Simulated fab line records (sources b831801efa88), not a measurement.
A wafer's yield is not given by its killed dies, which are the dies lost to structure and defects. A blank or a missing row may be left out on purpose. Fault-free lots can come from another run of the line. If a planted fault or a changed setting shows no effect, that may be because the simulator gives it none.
Split-lot trial ; flow sfq_line ; on a route of 325 steps: 5 lots, 23 wafers read

== THE SPLIT ITSELF ==
At SFQ_TRILAYER_L0_VIA_LITHO_PEB_016 (peb time 60 s), the setting peb_time_s was moved away from the recipe's 60 s on 6 of the 23 wafers read, by -13.4% to +4.9%. This setting was run at the recipe's value on the other wafers.

== SPLIT TO READING: what lies between them in the file, 1 step ==
- SFQ_TRILAYER_L0_VIA_LITHO_DEVELOP_015: time 60 s

== THE READING ==
L0V.cd_nm (the simulator's own value, which no gauge read), in nm, at SFQ_TRILAYER_L0_VIA_BARC_OPEN_VIA_ETCH_021 (etches BARC in O2, target depth 125 nm, time 43.58 s). No usual value for it is given in the file. Average 699.8 nm, standard deviation 0.84 nm, over the 17 wafers here run with the recipe.

wafer;tool, chamber at the split;peb_time_s as run, s;against the recipe;L0V.cd_nm, nm;against lot-mates on the recipe
L074.1;litho_track-03, 0;60;recipe;700.1;-
L074.2;litho_track-03, 0;51.96;-13.4%;677.1;-22.9
L074.4;litho_track-03, 0;51.96;-13.4%;679.9;-20.1
L074.5;litho_track-03, 0;60;recipe;699;-
L074.6;litho_track-03, 0;60;recipe;700.9;-
L075.1;litho_track-01, 0;60;recipe;699.1;-
L075.2;litho_track-01, 0;60;recipe;700.3;-
L075.3;litho_track-01, 0;60;recipe;699.9;-
L075.4;litho_track-01, 0;60;recipe;699.8;-
L075.6;litho_track-01, 0;60;recipe;698.4;-
L080.1;litho_track-03, 0;60;recipe;701.9;-
L080.2;litho_track-03, 0;62.96;+4.9%;705.2;+5.2
L080.4;litho_track-03, 0;60;recipe;699.4;-
L080.5;litho_track-03, 0;60;recipe;698.6;-
L080.6;litho_track-03, 0;62.96;+4.9%;705.7;+5.7
L083.3;litho_track-02, 0;60;recipe;700;-
L083.4;litho_track-02, 0;60;recipe;699.5;-
L083.6;litho_track-02, 0;60;recipe;700.5;-
L085.2;litho_track-02, 0;60;recipe;699.7;-
L085.3;litho_track-02, 0;60;recipe;700.3;-
L085.4;litho_track-02, 0;56.59;-5.7%;691.5;-8.2
L085.5;litho_track-02, 0;56.59;-5.7%;692;-7.7
L085.6;litho_track-02, 0;60;recipe;699.2;-

FIT RESULTS
A straight line over all 23 wafers: L0V.cd_nm changes by +1.51 nm for each +1% of peb_time_s; r = +0.99; the points scatter about the line by 1.1 nm.
The same after taking each lot's own level away (the mean of its wafers on the recipe; 23 wafers): +1.51 nm for each +1%; r = +0.99; scatter 1.1 nm.
Per that fit: largest peb_time_s move, reading shift of 20 nm.
From 699.50 to 700.00 nm: that is the span of the lots' own levels, equal to 0.6 times the standard deviation above.
So the lot-to-lot level changes the slope little: the two slopes agree.
Check: with one of the wafers moved furthest among these (-13.4%) left out of the fit, the line predicts -19 nm for it against its lot-mates. It came out at -22.9 nm against them.

== FURTHER SPLITS ON THESE WAFERS ==
Before the reading, these wafers also passed through other splits. Each is held against what the fit with the lots' levels taken away leaves over:
other split on the same wafers;wafers away from the commonest value;r with L0V.cd_nm (lot level and that fit taken away)
SFQ_TRILAYER_L0_LITHO_COAT_005 spin_rpm;7;-0.37
SFQ_TRILAYER_L0_LITHO_EXPOSE_006 dose_mj;9;-0.19

== THE FILE'S OWN FIT ==
L0V.cd_nm changes by +1.53 nm for each +1% of peb_time_s, r = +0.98.
